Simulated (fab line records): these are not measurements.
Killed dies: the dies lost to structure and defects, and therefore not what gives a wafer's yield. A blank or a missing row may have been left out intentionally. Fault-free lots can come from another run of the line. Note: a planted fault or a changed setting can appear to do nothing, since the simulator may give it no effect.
Struck lot and sound lot, side by side + flow sky130 + 22 out of 708 route steps
Sound: these wafers, L227.1, L227.2, L227.6. Struck: wafers L226.2, L226.5, L226.6. The cause comes at the end.
Per side, at each step with rows, come the tool, then ch with its chambers, and then its first start. Under that, the readings that differ: sound wafers + struck wafers + difference of the means + sigmas: that difference in standard deviations of wafers without a fault.
alike: a reading whose means differ by less than 2 such deviations, as well as words and numbers matching on both sides. not compared: withheld readings; readings where some wafer has no value; bounds like >300 that might hide an equal value; numbers whose values overlap and for which the record gives no deviation.
A row with sigmas, a row that says differs or no value, or rows on one side alone: a step with any of these is where the two part. Numbers that don't overlap but have no deviation are shown without sigmas and don't part them. Lack of a reading on every wafer of one side parts them only where that side has two or more wafers.

first, 1 step without rows for these wafers: SKY_CAPM_DEVELOP_11 (develop time 60 s).
SKY_CAPM_OVL_MEAS_12:
  sound: overlay-01 at day 41 21:11; struck: overlay-02 at day 41 17:49
| reading       | sound          | struck      | difference | sigmas |
|---------------|----------------|-------------|------------|--------|
| CAPM_OVL (nm) | -2.6 -3.4 -2.9 | 0.1 0.7 1.1 | +3.6       | +4     |
SKY_CAPM_METAL_ETCH_13: etches TiN in Cl2/BCl3, stops on SiO2, target depth 220 nm, time 62.9 s.
  sound on rie_metal-02 ch 0,1, day 41 21:13; struck on rie_metal-03 ch 0,1, day 41 17:51
  alike: drypump_motor_current_A, he_backside_leak_sccm, oes_product_au, throttle_valve_pct
  not compared: rf_hours_counter_h
SKY_CAPM_STRIP_14: strips in O2/N2.
  sound on plasma_asher-02 ch 0,1, day 41 21:18; struck on plasma_asher-03 ch 0,1, day 41 17:55
  alike: drypump_motor_current_A, oes_product_au, strip_time_to_endpoint_s
  not compared: rf_hours_counter_h
then, 8 steps without rows for these wafers: SKY_CAPM_STRIP_15 (strips in post etch residue remover, time 1200 s); SKY_CAPM_CLEAN_16 (cleans in IPA, time 180 s); SKY_CAPM_CLEAN_17 (cleans in O3/DIW); SKY_METAL3_DEHYDRATE_05 (time 60 s); SKY_METAL3_HMDS_06 (prime time 60 s); SKY_METAL3_COAT_07 (resist thk 60 nm); SKY_METAL3_COAT_08 (resist thk 1140 nm); SKY_METAL3_SOFTBAKE_09 (time 90 s).
SKY_METAL3_EXPOSE_10: exposes mask MM3, target cd 300 nm.
  sound on krf_scanner-01 ch 0, day 42 09:07; struck on krf_scanner-02 ch 0, day 42 06:02
| reading              | sound                | struck               | difference | sigmas      |
|----------------------|----------------------|----------------------|------------|-------------|
| exposure_dose_mJ_cm2 | 28.061 28.011 28.041 | 20.582 20.645 20.661 | -7.408     | -99 or more |
  alike: mask
then, 2 steps without rows for these wafers: SKY_METAL3_PEB_11; SKY_METAL3_DEVELOP_12 (develop time 60 s).
SKY_METAL3_CD_MEAS_13 targets a cd of 300 nm.
  sound: cd_sem-01 at day 42 21:17; struck: cd_sem-02 at day 42 17:52
| reading    | sound             | struck            | difference | sigmas |
|------------|-------------------|-------------------|------------|--------|
| cd_nm (nm) | 302.8 302.3 300.9 | 356.7 356.8 355.7 | +54.4      | +36    |
SKY_METAL3_OVL_MEAS_14:
  sound: overlay-02 at day 42 21:25; struck: overlay-02 at day 42 17:58
  alike: METAL3_OVL
SKY_METAL3_DESCUM_15: chemistry O2, time 8 s.
  sound on rie_metal-01 ch 0,1, day 42 21:26; struck on rie_metal-01 ch 0,1, day 42 17:59
| reading                 | sound           | struck            | difference | sigmas |
|-------------------------|-----------------|-------------------|------------|--------|
| model.METAL3.cd_nm (nm) | 303 302.8 301.5 | 356.6 357.4 355.7 | +54.1      |        |
  alike: drypump_motor_current_A, he_backside_leak_sccm, oes_product_au
  not compared: rf_hours_counter_h
SKY_METAL3_ETCH_16: etches BARC in N2/H2, stops on SiO2, time 88.2 s, target depth 60 nm.
  sound on rie_metal-01 ch 0,1, day 42 21:28; struck on rie_metal-01 ch 0,1, day 42 18:01
  alike: drypump_motor_current_A, he_backside_leak_sccm, oes_product_au, throttle_valve_pct
  not compared: rf_hours_counter_h
SKY_METAL3_ETCH_17: etches SiO2 in C4F8/O2/Ar, stops on TiN, time 3.9 s, target depth 15 nm.
  sound on rie_diel-02 ch 0,2,3, day 42 21:34; struck on rie_diel-03 ch 0,2,3, day 42 18:07
  alike: oes_product_au
SKY_METAL3_METAL_ETCH_18: etches the open film in Cl2/BCl3, stops on SiO2, target depth 845 nm, time 183.1 s.
  sound on rie_metal-04 ch 0, day 42 21:35; struck on rie_metal-04 ch 0, day 42 18:12
| reading                 | sound             | struck            | difference | sigmas |
|-------------------------|-------------------|-------------------|------------|--------|
| model.METAL3.cd_nm (nm) | 309.8 310.7 310.2 | 362.7 363.3 361.7 | +52.3      |        |
  alike: drypump_motor_current_A, he_backside_leak_sccm, oes_product_au, throttle_valve_pct
  not compared: rf_hours_counter_h
SKY_METAL3_STRIP_19: strips in O2/N2.
  sound on plasma_asher-01 ch 0,1, day 42 21:57; struck on plasma_asher-01 ch 0,1, day 42 18:30
  alike: drypump_motor_current_A, oes_product_au, strip_time_to_endpoint_s
  not compared: rf_hours_counter_h

== WHERE THEY PART ==
Earliest at SKY_CAPM_OVL_MEAS_12; latest, in this record, at SKY_METAL3_CD_MEAS_13. Later steps at which nothing parts them and some readings are alike: SKY_METAL3_OVL_MEAS_14, SKY_METAL3_DESCUM_15, SKY_METAL3_ETCH_16, SKY_METAL3_ETCH_17, SKY_METAL3_METAL_ETCH_18, SKY_METAL3_STRIP_19.

WHY: the cause the simulator had injected
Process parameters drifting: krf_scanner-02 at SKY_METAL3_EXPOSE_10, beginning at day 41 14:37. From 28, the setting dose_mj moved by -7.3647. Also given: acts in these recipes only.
